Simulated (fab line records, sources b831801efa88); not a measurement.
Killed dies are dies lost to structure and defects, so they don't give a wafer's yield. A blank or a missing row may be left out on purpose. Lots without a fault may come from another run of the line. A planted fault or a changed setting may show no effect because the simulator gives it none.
One fault seen from 2 desks | flow gf180mcu | each desk has only its own numbers; what lay behind them comes last

THE METROLOGY DESK
What the gauges read, lot by lot, whatever tool the lot ran on: means of the sampled wafers that have a number. A lot is out of limits, marked OUT, if its mean lies more than 4 standard deviations from the usual mean; the brackets give that distance.
Columns: A = V3_CVD_02_THK at GF_V3_THK_MEAS_03, usual 854 nm
lot  | first seen here | A
L349 | day 21 09:35    | 855
L350 | day 21 16:38    | 851
L352 | day 22 15:05    | 858
L354 | day 23 09:00    | 854
L356 | day 23 21:55    | 895
L357 | day 24 09:49    | 897
L362 | day 26 01:37    | 857
L364 | day 26 21:24    | 865
L366 | day 27 06:03    | 854
L368 | day 28 02:32    | 856
L369 | day 28 04:26    | 843
This desk's finding: nothing out of limits on any of the 11 lots.

THE TOOL OWNER'S DESK: pecvd-03
The tool's own readings at GF_V3_CVD_02 (deposits SiO2 from TEOS, target thk 850 nm, time 94.851 s): means of the sampled wafers that have a number, for each lot that ran on this tool. A lot is out of limits, marked OUT, if its mean lies more than 4 standard deviations from the usual mean; the brackets give that distance.
Columns: A = heater_power_w at GF_V3_CVD_02, usual 699 W; B = rf_fwd_power_W at GF_V3_CVD_02, usual 595.9 W; C = susceptor_temp_C at GF_V3_CVD_02, usual 400.00 C
lot  | first seen here | A   | B               | C
L349 | day 21 09:31    | 690 | 594.1           | 399.79
L356 | day 23 21:51    | 735 | 692.9 (+46) OUT | 399.95
L357 | day 24 09:45    | 721 | 691.9 (+46) OUT | 399.96
L366 | day 27 05:59    | 737 | 595.8           | 399.99
L368 | day 28 02:28    | 653 | 595.8           | 400.02
L369 | day 28 04:22    | 758 | 595.9           | 399.90
This desk's finding: out of limits on L356, L357; first on L356, day 23 21:51 (rf_fwd_power_W at GF_V3_CVD_02). In limits: L349, L366, L368, L369.

PUT TOGETHER
The tool owner's desk could have raised an alarm at day 23 21:51, on L356, L357.
The metrology desk saw nothing out of limits.
The metrology desk has L356, L357 on record, within its limits.
Of the lots named, all ran GF_V3_CVD_02 on pecvd-03.

WHAT THE SIMULATOR HAD PUT IN
Process parameter drift: pecvd-03, from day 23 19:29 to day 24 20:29, at GF_V3_CVD_02. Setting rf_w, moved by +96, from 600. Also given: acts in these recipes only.
Lots struck among those shown: L356, L357.
Hours from the fault's start to each desk's first reading out of limits: the tool owner's desk, 2.
